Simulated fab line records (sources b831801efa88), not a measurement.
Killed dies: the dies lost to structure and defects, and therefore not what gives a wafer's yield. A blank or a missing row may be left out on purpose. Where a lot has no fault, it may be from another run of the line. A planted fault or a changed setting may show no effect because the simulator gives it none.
Which tool was responsible? | flow gf180mcu | 21 wafers sampled from 7 lots at 1 step of a route of 602

== WHAT EACH GAUGE READ, for each wafer ==
GF_VT_IMPLANT_OVL_MEAS_29.
lot  | measured     | on         | VT_IMPLANT_02_OVL (nm)
L866 | day 7 04:28  | overlay-01 | 1.8 0.2 1.8
L870 | day 8 11:44  | overlay-02 | 1.0 0.3 2.7
L877 | day 10 09:11 | overlay-01 | 0.7 1.7 3.2
L880 | day 11 00:38 | overlay-02 | 2.4 0.7 0.8
L882 | day 11 12:31 | overlay-02 | -0.7 0.2 -1.9
L886 | day 12 18:11 | overlay-01 | 4.6 3.6 2.1
L888 | day 13 04:59 | overlay-01 | 2.9 -1.1 -1.3

== TOOL THAT RAN EACH LOT (tool first, then ch and the chambers of the sampled wafers, then the start) ==
The record shows no process step preceding these readings.

== THE ANSWER, worked out from the rows above alone ==
Rule: usual is defined by the lots themselves. Put in order of their means at a reading, lots are off if they are a third of the lots or fewer, leave a main group of 4 or more, and stand apart from it by a gap of 3 or more times the standard deviation of the main group's means; of several such gaps the widest counts. A main group is skipped when, at the precision printed for the reading in the tables above, its means are all equal. Also off: a lot with no number at a reading for which 4 or more lots have one. Where the step has rows for the other lots, those lots are counted as sound.
No lot is off on any of the readings shown, so nothing can be concluded from this.

== WHAT THE SIMULATOR PUT IN ==
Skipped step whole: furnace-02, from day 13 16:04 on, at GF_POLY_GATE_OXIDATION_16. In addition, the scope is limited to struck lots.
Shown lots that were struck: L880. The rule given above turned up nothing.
